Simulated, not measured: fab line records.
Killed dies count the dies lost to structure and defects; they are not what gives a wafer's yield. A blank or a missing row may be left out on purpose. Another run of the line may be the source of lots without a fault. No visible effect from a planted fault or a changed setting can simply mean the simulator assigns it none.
fab line records	flow sky130
[record] lots = 6	wafers = 15	last_day = 50
route steps=708 shown RES_XHIGH@332 SD_N@342 PAD_OPEN@708
lots that met no fault: from a run of the same line without faults
start_h: the number of hours between the record's first day and the start of the first shown wafer of the lot	wait_h: hours elapsed since this lot's preceding step	" same as the row above	L1.1+2: a row that stands for several wafers	- either no value or no given start	* or withheld: withheld	< > ~ a bound
route shown NAME@n: names a module that has steps shown in the file, with the first one's number in the route	usual: mean/standard deviation taken from wafers without a fault	same: alike in all rows	chamber/n: place in a boat	sites: per-site readings	_std_site: the values' standard deviation	_edge_site: the outer-site mean with the inner-site mean subtracted	radius_mm: for every site, how far away it sits from the centre of the wafer	mask NAME#n: copy n	behind: tool/chamber where the wafer was last shaped	hold: why the lot went on hold/how many hours it stayed there/how the hold came to an end	device: whichever transistor did not switch (one of n, p or np)	end of line: at the end of the route, the tests of the same wafers	a step with no rows: only its recipe	killed: not the wafer's yield, but the dies lost to structure and defects at the first sort	map: a wafer's dies, x killed, . not, _ none there
set.NAME: the run value of the setting; set.NAME@STEP: its run value at that earlier step	model.NAME: the simulator's own value behind a step, which no gauge read
lots at some steps of the route; a table a step, a row a wafer
services: when a tool's chamber went out of use (start_h, in hours from the record's first day, below 0 if earlier), for how many hours, and the reason
[[steps]]
[step SKY_RES_XHIGH_DEHYDRATE_00]
[recipe] temp_c = 200	time_s = 60
[step SKY_RES_XHIGH_HMDS_01]
[recipe] prime_time_s = 60	prime_temp_c = 120
[step SKY_RES_XHIGH_COAT_02]
[recipe] resist = NOVOLAK	spin_rpm = 3000	resist_thk_nm = 1140
[step SKY_RES_XHIGH_SOFTBAKE_03]
[recipe] temp_c = 90	time_s = 60	resist = NOVOLAK
[step SKY_RES_XHIGH_EXPOSE_04]
[recipe] mask_id = URPM	na = 0.6	source_shape = conventional	sigma_outer = 0.6	polarization = unpolarized	target_cd_nm = 1270	dose_mj = 140
[step SKY_RES_XHIGH_PEB_05]
[recipe] temp_c = withheld	time_s = *	resist = NOVOLAK
[step SKY_RES_XHIGH_DEVELOP_06]
[recipe] resist = NOVOLAK	developer = TMAH	develop_time_s = 60	dev_temp_c = 23
[step SKY_RES_XHIGH_IMPLANT_07]
[recipe] species = BF2	energy_kev = 20	dose_cm2 = 3.6e+14	tilt_deg = 0
[step SKY_RES_XHIGH_STRIP_08]
[recipe] chemistry = O2/N2	power_w = 1400	pressure_mtorr = 1500	platen_temp_c = withheld	o2_flow_sccm = 3000	n2_flow_sccm = 300	overash_fraction = 0.5
[usual] drypump_motor_current_A = 5.8/0.59	oes_product_au = 0.711/0.0048	strip_time_to_endpoint_s = 14.29/0.034
lot.wafer	tool	chamber	start_h	wait_h	drypump_motor_current_A	oes_product_au	rf_hours_counter_h	strip_time_to_endpoint_s
L715.3	plasma_asher-02	0	622.69	0.1	6.0	0.713	-	14.28
L715.4	"	1	"	"	5.1	0.699	-	14.30
L715.5	"	1	"	"	5.2	0.716	-	14.31
L720.3	plasma_asher-02	0	669.61	0.1	6.1	0.703	-	14.25
L720.5	"	0	"	"	6.0	0.720	-	14.26
L720.6	"	1	"	"	5.1	0.715	-	14.31
L729.4	plasma_asher-02	1	735.56	0.1	5.2	0.704	-	14.33
L729.5	"	0	"	"	6.1	0.711	-	14.30
L730.3	plasma_asher-02	0	746.52	0.1	6.1	0.716	-	14.35
L734.1	plasma_asher-02	0	785.04	0.1	6.0	0.711	35	14.30
L734.2	"	1	"	"	5.1	0.713	35	14.26
L734.4	"	1	"	"	5.1	0.715	-	14.30
L737.1	plasma_asher-03	0	796.61	0.1	5.2	0.712	66	14.21
L737.4	"	0	"	"	5.2	0.717	-	14.25
L737.6	"	1	"	"	6.6	0.714	-	14.25
[step SKY_RES_XHIGH_TW_MEAS_09]
[usual] RES_XHIGH_TW = 1624/9.5
lot.wafer	tool	chamber	start_h	wait_h	RES_XHIGH_TW
L715.3	film_metro-03	-	622.78	0.1	1621
L715.4	"	-	"	"	1621
L715.5	"	-	"	"	1613
L720.3	film_metro-04	-	669.70	0.1	1629
L720.5	"	-	"	"	1626
L720.6	"	-	"	"	1623
L729.4	film_metro-03	-	735.66	0.1	1618
L729.5	"	-	"	"	1610
L730.3	film_metro-04	-	746.61	0.1	1634
L734.1	film_metro-03	-	785.14	0.1	1618
L734.2	"	-	"	"	1604
L734.4	"	-	"	"	1615
L737.1	film_metro-02	-	796.71	0.1	1631
L737.4	"	-	"	"	1627
L737.6	"	-	"	"	1635
[step SKY_SD_N_DEHYDRATE_00]
[recipe] temp_c = 200	time_s = 60
[step SKY_SD_N_HMDS_01]
[recipe] prime_time_s = 60	prime_temp_c = 120
[step SKY_SD_N_COAT_02]
[recipe] resist = NOVOLAK	spin_rpm = 3000	resist_thk_nm = 1140
lot.wafer	tool	chamber	start_h	wait_h	model.NOVOLAK_of_SD_N_COAT_02.thk_nm
L715.3	litho_track-03	0	636.38	0.1	1139
L715.4+5	"	0	"	"	1140
L720.3	litho_track-01	0	683.46	0.1	1145
L720.5	"	0	"	"	1146
L720.6	"	0	"	"	1144
L729.4	litho_track-01	0	749.58	0.1	1137
L729.5	"	0	"	"	565.9
L730.3	litho_track-01	0	759.56	0.1	566.4
L734.1	litho_track-04	0	798.51	0.1	1141
L734.2	"	0	"	"	1144
L734.4	"	0	"	"	1142
L737.1	litho_track-03	0	809.83	0.1	1139
L737.4	"	0	"	"	1140
L737.6	"	0	"	"	1141
[step SKY_SD_N_SOFTBAKE_03]
[recipe] temp_c = 90	time_s = 60	resist = NOVOLAK
[step SKY_SD_N_EXPOSE_04]
[recipe] mask_id = NSDM	na = 0.6	source_shape = conventional	sigma_outer = 0.6	polarization = unpolarized	target_cd_nm = 380	dose_mj = 141
[step SKY_SD_N_PEB_05]
[recipe] temp_c = withheld	time_s = *	resist = NOVOLAK
[step SKY_SD_N_DEVELOP_06]
[recipe] resist = NOVOLAK	developer = TMAH	develop_time_s = 60	dev_temp_c = 23
lot.wafer	tool	chamber	start_h	wait_h	model.NOVOLAK_of_SD_N_COAT_02.thk_nm
L715.3+5	litho_track-01	0	650.31	0.1	1139
L715.4	"	0	"	"	1140
L720.3	litho_track-04	0	697.46	0.1	1145
L720.5	"	0	"	"	1146
L720.6	"	0	"	"	1143
L729.4	litho_track-04	0	762.83	0.1	1137
L729.5	"	0	"	"	565.5
L730.3	litho_track-01	0	773.41	0.1	566
L734.1	litho_track-03	0	811.48	0.1	1141
L734.2	"	0	"	"	1144
L734.4	"	0	"	"	1142
L737.1+4	litho_track-04	0	822.26	0.1	1139
L737.6	"	0	"	"	1140
[step SKY_SD_N_CD_MEAS_07]
[recipe] target_cd_nm = 380
[usual] cd_nm = 380.3/2.6
lot.wafer	tool	chamber	start_h	wait_h	hold	cd_nm
L715.3	cd_sem-01	-	650.45	0.1	-	384.9
L715.4	"	-	"	"	-	379.9
L715.5	"	-	"	"	-	383.1
L720.3	cd_sem-02	-	697.60	0.1	-	380.5
L720.5	"	-	"	"	-	378.1
L720.6	"	-	"	"	-	381.5
L729.4	cd_sem-01	-	762.97	0.1	await_dispo/0.2h/release	378.3
L729.5	"	-	"	"	await_dispo/0.2h/release	456.1
L729.4	cd_sem-01	-	763.36	0.4	-	378.6
L729.5	"	-	"	"	-	455.9
L730.3	cd_sem-02	-	773.55	0.1	await_dispo/0.2h/release	456.5
L730.3	cd_sem-02	-	773.83	0.3	-	456.7
L734.1	cd_sem-01	-	811.63	0.1	-	377.7
L734.2	"	-	"	"	-	377.1
L734.4	"	-	"	"	-	379.7
L737.1	cd_sem-01	-	822.41	0.1	-	378.9
L737.4	"	-	"	"	-	377.7
L737.6	"	-	"	"	-	377.3
[step SKY_SD_N_OVL_MEAS_08]
[usual] SD_N_OVL = -0.4/1.4
lot.wafer	tool	chamber	start_h	wait_h	hold	SD_N_OVL[nm]
L715.3	overlay-01	-	650.54	0.1	-	-1.5
L715.4	"	-	"	"	-	-0.4
L715.5	"	-	"	"	-	-3.0
L720.3	overlay-01	-	697.69	0.1	-	0.1
L720.5	"	-	"	"	-	-1.7
L720.6	"	-	"	"	-	-2.4
L729.4	overlay-01	-	766.76	3.4	await_dispo/3.3h/release	1.1
L729.5	"	-	"	"	await_dispo/3.3h/release	0.2
L730.3	overlay-01	-	777.64	3.8	await_dispo/3.7h/release	-0.4
L734.1	overlay-01	-	811.75	0.1	-	0.3
L734.2	"	-	"	"	-	-0.1
L734.4	"	-	"	"	-	0.1
L737.1	overlay-02	-	822.53	0.1	-	1.5
L737.4	"	-	"	"	-	0.6
L737.6	"	-	"	"	-	0.3
[step SKY_SD_N_IMPLANT_09]
[recipe] species = As	energy_kev = 50	dose_cm2 = 4e+15	tilt_deg = 0
[step SKY_SD_N_IMPLANT_10]
[recipe] species = P	energy_kev = 20	dose_cm2 = 1e+14	tilt_deg = 0
[step SKY_SD_N_STRIP_11]
[recipe] chemistry = O2/N2	power_w = 1400	pressure_mtorr = 1500	platen_temp_c = withheld	o2_flow_sccm = 3000	n2_flow_sccm = 300	overash_fraction = 0.5
[usual] drypump_motor_current_A = 5.8/0.61	oes_product_au = 0.528/0.0048	strip_time_to_endpoint_s = 22.55/0.039
lot.wafer	tool	chamber	start_h	wait_h	drypump_motor_current_A	oes_product_au	rf_hours_counter_h	strip_time_to_endpoint_s
L715.3	plasma_asher-03	1	650.89	0.1	6.6	0.526	-	22.53
L715.4	"	0	"	"	5.2	0.521	-	22.57
L715.5	"	1	"	"	6.6	0.528	-	22.53
L720.3	plasma_asher-04	1	698.05	0.1	5.2	0.526	-	22.62
L720.5	"	1	"	"	5.2	0.523	-	22.64
L720.6	"	0	"	"	6.1	0.538	-	22.63
L729.4	plasma_asher-04	0	767.11	0.1	6.1	0.524	-	22.52
L729.5	"	1	"	"	5.2	0.448	-	16.03
L730.3	plasma_asher-01	1	778.00	0.1	6.6	0.449	-	16.04
L734.1	plasma_asher-04	0	812.08	0.1	6.1	0.527	101	22.56
L734.2	"	1	"	"	5.2	0.532	101	22.59
L734.4	"	0	"	"	6.2	0.522	-	22.56
L737.1	plasma_asher-03	0	822.86	0.1	5.2	0.524	68	22.52
L737.4	"	1	"	"	6.6	0.531	-	22.51
L737.6	"	0	"	"	5.2	0.526	-	22.54
[step SKY_SD_N_TW_MEAS_12]
[usual] SD_N_TW = 3951/20
lot.wafer	tool	chamber	start_h	wait_h	SD_N_TW
L715.3	film_metro-02	-	650.98	0.1	3939
L715.4	"	-	"	"	3976
L715.5	"	-	"	"	3960
L720.3	film_metro-02	-	698.13	0.1	3954
L720.5	"	-	"	"	3967
L720.6	"	-	"	"	3959
L729.4	film_metro-02	-	767.22	0.1	3959
L729.5	"	-	"	"	3951
L730.3	film_metro-02	-	778.09	0.1	3962
L734.1	film_metro-02	-	812.18	0.1	3940
L734.2	"	-	"	"	3941
L734.4	"	-	"	"	3940
L737.1	film_metro-02	-	822.96	0.1	3978
L737.4	"	-	"	"	3986
L737.6	"	-	"	"	3971
[step SKY_PAD_OPEN_PROBE_99]
[usual] killed_at_M0_to_M3 = 43/7.2	killed_at_M4_up = 3.3/1.8	killed_at_contacts = 23/5.5	killed_at_front_end = 16/5.1	killed_at_other = 0.4/0.65	killed_dies = 85/10	killed_open = 46/7.1	killed_short = 38/7.2
[same] gross_dies = 492	killed_at_back_side = 0
lot.wafer	tool	chamber	start_h	wait_h	killed_at_M0_to_M3	killed_at_M4_up	killed_at_contacts	killed_at_front_end	killed_at_other	killed_dies	killed_open	killed_short
L715.3	prober-01	-	1076.58	0.2	45	1	25	17	1	89	47	42
L715.4	prober-01	-	1076.63	0.2	40	4	20	28	0	92	37	52
L715.5	prober-01	-	1076.68	0.2	32	3	30	15	1	81	47	33
// killed by level:class
L715.3 VIA1:geometric_particle:open=11 FIELD_ISO:geometric_particle:open=7 LI_CONTACT:geometric_particle:open=7 CONTACT:geometric_particle:short=7 METAL1:geometric_particle:short=7 METAL2:geometric_particle:short=7 VIA2:geometric_particle:open=6 VIA3:geometric_particle:open=6
L715.4 POLY_GATE:geometric_particle:short=10 VIA1:geometric_particle:open=9 CONTACT:geometric_particle:open=8 FIELD_ISO:geometric_particle:short=6 METAL2:geometric_particle:short=6 POLY_GATE:geometric_particle:open=5 METAL1:geometric_particle:short=5 METAL3:geometric_particle:short=5
L715.5 LI_CONTACT:geometric_particle:open=17 CONTACT:geometric_particle:open=8 VIA3:geometric_particle:open=6 FIELD_ISO:geometric_particle:short=5 FIELD_ISO:geometric_particle:open=4 METAL1:geometric_particle:short=4 VIA1:geometric_particle:open=4 VIA2:geometric_particle:open=4
[[services]]
tool	chamber	start_h	hours	kind
plasma_asher-01	-	630.91	2.2	repair
plasma_asher-01	-	697.30	2.8	pm
plasma_asher-04	-	714.39	14.6	pm
plasma_asher-01	-	733.75	9.0	pm
plasma_asher-01	0	733.75	9.0	vent_cycle
plasma_asher-01	1	733.75	9.0	vent_cycle
plasma_asher-01	0	742.75	-	clean
plasma_asher-01	1	742.75	-	clean
litho_track-01	-	753.75	-	consumable_replace:filter
plasma_asher-01	-	772.12	1.7	repair
plasma_asher-01	-	784.90	2.1	repair
plasma_asher-04	-	793.98	1.0	repair
[[key]]
[first_sign] step = SKY_SD_N_CD_MEAS_07	reading = visit	direction = added
[effect] step = SKY_SD_N_CD_MEAS_07	reading = cd_nm	direction = up	sigmas = 30	usual = 380.3	struck = 456.3
[effect] step = SKY_SD_N_STRIP_11	reading = strip_time_to_endpoint_s	direction = down	sigmas = 99+	usual = *	struck = *
[model_effect] step = SKY_SD_N_COAT_02	value = NOVOLAK_of_SD_N_COAT_02.thk_nm	without = 1138	struck = 566.2
[model_effect] step = SKY_SD_N_DEVELOP_06	value = NOVOLAK_of_SD_N_COAT_02.thk_nm	without = 1138	struck = 565.7
met_at SKY_SD_N_COAT_02
struck_wafers L729.5,L730.3
tester_left_out L729,L730
onset_between 683.46 749.58
[fault] kind = process_parameter_drift	tool = litho_track-01	chamber = -	onset_h = 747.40	steps = SKY_SD_N_COAT_02	channel = resist_thk_nm	offset = -572.89	shape = step	end_h = 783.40	scope = struck_wafers_only	acts_in = these_recipes_only	stated = 1140
// tester_left_out: of these lots the tester's yield and bins aren't shown, on N5 and GAA mostly nor the transistor test; their killed dies are dies lost to structure and defects alone, not to doping, threshold or leakage, so they don't give the yield
